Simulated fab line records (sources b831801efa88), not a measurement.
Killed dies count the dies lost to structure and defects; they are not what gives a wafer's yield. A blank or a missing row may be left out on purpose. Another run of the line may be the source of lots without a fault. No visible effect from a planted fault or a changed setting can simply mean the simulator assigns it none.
Matching of chambers	flow sky130	SKY_LI_CONTACT_ETCH_15 on rie diel-03: 4 sister chambers
The step etches PSG in C4F8/O2/Ar, stops on Si, target depth 600 nm. 4 wafers are shown with their chamber, then 9 later ones without.

== EACH WAFER AND ITS CHAMBER ==
wafer	chamber	oes product au (a.u.)
L088.4	3	0.842
L092.1	2	0.843
L092.2	0	0.837
L092.3	1	0.839

== WAFERS MISSING THEIR CHAMBER ==
wafer	oes product au (a.u.)
L092.4	0.839
L092.5	0.837
L092.6	0.838
L093.1	0.838
L093.2	0.842
L093.4	0.833
L094.1	0.838
L094.3	0.837
L094.6	0.837

== THE CHAMBER EACH PASSED THROUGH ==
wafer	from the rows above	in truth
L092.4	can't be placed: 1 or 0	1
L092.5	can't be placed: 0 or 1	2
L092.6	can't be placed: 0 or 1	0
L093.1	can't be placed: 0 or 1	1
L093.2	can't be placed: 3 or 2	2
L093.4	can't be placed: 0 or 1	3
L094.1	can't be placed: 0 or 1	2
L094.3	can't be placed: 0 or 1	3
L094.6	can't be placed: 0 or 1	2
0 of 9 placed correctly. Unplaceable from these rows: 9, with the true chamber sitting among the candidates in 4. Number placed wrongly: 0.
How it was worked out, from the rows above alone: a wafer's distance from a chamber is the root of the sum, over the readings, of the square of ((its reading less the chamber's mean) divided by the reading's scatter). The wafer belongs to the nearest chamber; if the next one is less than 2 further off, it can't be placed. For every chamber, the mean is computed from those of its wafers that are shown. The scatter: with one shown wafer a chamber, the root of the mean of the squares of how far each hidden wafer lies from its nearest shown one.
